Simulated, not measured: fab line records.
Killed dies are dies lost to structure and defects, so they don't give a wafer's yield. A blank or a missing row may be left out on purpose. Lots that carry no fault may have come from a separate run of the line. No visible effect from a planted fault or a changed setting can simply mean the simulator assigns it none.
A struck lot beside a sound one	flow sky130	15 out of 708 route steps
Sound: these wafers, L650.3, L650.5, L650.6. Wafers struck: L658.2, L658.5, L658.6. At the end, the cause is stated.
Each step with rows lists, per side, the tool, then ch with its chambers, then its first start. Under that, the readings that differ: sound wafers	struck wafers	difference of the means	sigmas: that difference in standard deviations of wafers without a fault.
alike: readings with means less than 2 such deviations apart, plus words and numbers identical on both sides. not compared: withheld readings, readings lacking a value on some wafer, bounds such as >300 that could conceal the same value, and numbers that have no deviation in the record and whose values overlap.
The two part at a step that has a row with sigmas, a row that says differs or no value, or rows on one side only. Numbers that don't overlap but have no deviation are shown without sigmas and don't part them. Lack of a reading on every wafer of one side parts them only where that side has two or more wafers.

SKY_VIA4_STRIP_13: strips in O2/N2.
  sound on plasma asher-01 ch 0,1, day 43 17:52; struck on plasma asher-02 ch 0,1, day 45 19:14
  alike: drypump motor current A, oes product au, strip time to endpoint s
  not compared: rf hours counter h
then, 3 steps without rows for these wafers: SKY_VIA4_STRIP_14 (strips in post etch residue remover, time 1200 s); SKY_VIA4_CLEAN_15 (cleans in IPA, time 180 s); SKY_VIA4_CLEAN_16 (cleans in O3/DIW).
SKY_VIA4_SPUTTER_17: material TiN, target thk 20 nm, time 80 s.
  sound on pvd sputter-01 at day 43 18:27; struck on pvd sputter-01 at day 45 19:49
  alike: cathode dc power W, chamber pressure pa, throttle valve pct
SKY_VIA4_CVD_18: deposits W, target thk 505 nm, time 152.14 s.
  sound on cvd w-01 ch 0,1, day 43 18:34; struck on cvd w-01 ch 0,1, day 45 19:53
  alike: heater power w
SKY_VIA4_RS_MEAS_19: measures by four-point-probe.
  sound on film metro-03 at day 43 18:42; struck on film metro-01 at day 45 20:03
  alike: VIA4_W_RS
SKY_VIA4_THK_MEAS_20: measures by xrf.
  sound on film metro-03 at day 43 18:48; struck on film metro-01 at day 45 20:10
  alike: VIA4_W_THK
then, 1 step without rows for these wafers: SKY_VIA4_CMP_21 (polishes, stops on SiO2, t overpolish 25 s, target thk 0 nm).
SKY_METAL5_SPUTTER_00: material Ti, target thk 15 nm, time 10 s.
  sound on pvd sputter-03 at day 43 19:08; struck on pvd sputter-04 at day 45 20:31
  alike: cathode dc power W, chamber pressure pa, throttle valve pct
then, 2 steps without rows for these wafers: SKY_METAL5_SPUTTER_01 (material TiN, target thk 20 nm, time 16.7 s); SKY_METAL5_SPUTTER_02 (material AlCu, target thk 1150 nm, time 61.2 s).
SKY_METAL5_SPUTTER_03: material Ti, target thk 5 nm, time 3.19 s.
  sound on pvd sputter-03 at day 43 19:15; struck on pvd sputter-04 at day 45 20:37
  no value came back on the struck wafers for cathode dc power W (W), chamber pressure pa (Pa), throttle valve pct (%); on the sound wafers cathode dc power W (W) reads 2999.2 3000.9 2999.6
SKY_METAL5_SPUTTER_04: material TiN, target thk 70 nm, time 58.3 s.
  sound on pvd sputter-03 at day 43 19:16; struck on pvd sputter-04 at day 45 20:38
  alike: cathode dc power W, chamber pressure pa, throttle valve pct
-- the record jumps here: 3 days lie between the struck wafers' starts before and after (it left off in module METAL5 and takes up again in module PAD_OPEN, whose first step shown is number 708 of the route) --
SKY_PAD_OPEN_PROBE_99:
  sound on prober-02 at day 46 14:20; struck on prober-01 at day 48 10:56
reading	sound	struck	difference	sigmas
sort_bin_8_speed (%)	0 0 0	0 0.20 0	+0	+4
  alike: defect limited yield, killed_at_M0_to_M3, killed_at_M4_up, killed at contacts, killed at front end, killed at other, killed dies, killed open, killed short, sort_bin_3_pad_short, sort_bin_5_function, sort_bin_6_memory, sort n pass, sort yield pct

== WHERE THEY PART ==
At SKY_METAL5_SPUTTER_03 first; at SKY_PAD_OPEN_PROBE_99 last (within this record only).

WHY: what had been put in by the simulator
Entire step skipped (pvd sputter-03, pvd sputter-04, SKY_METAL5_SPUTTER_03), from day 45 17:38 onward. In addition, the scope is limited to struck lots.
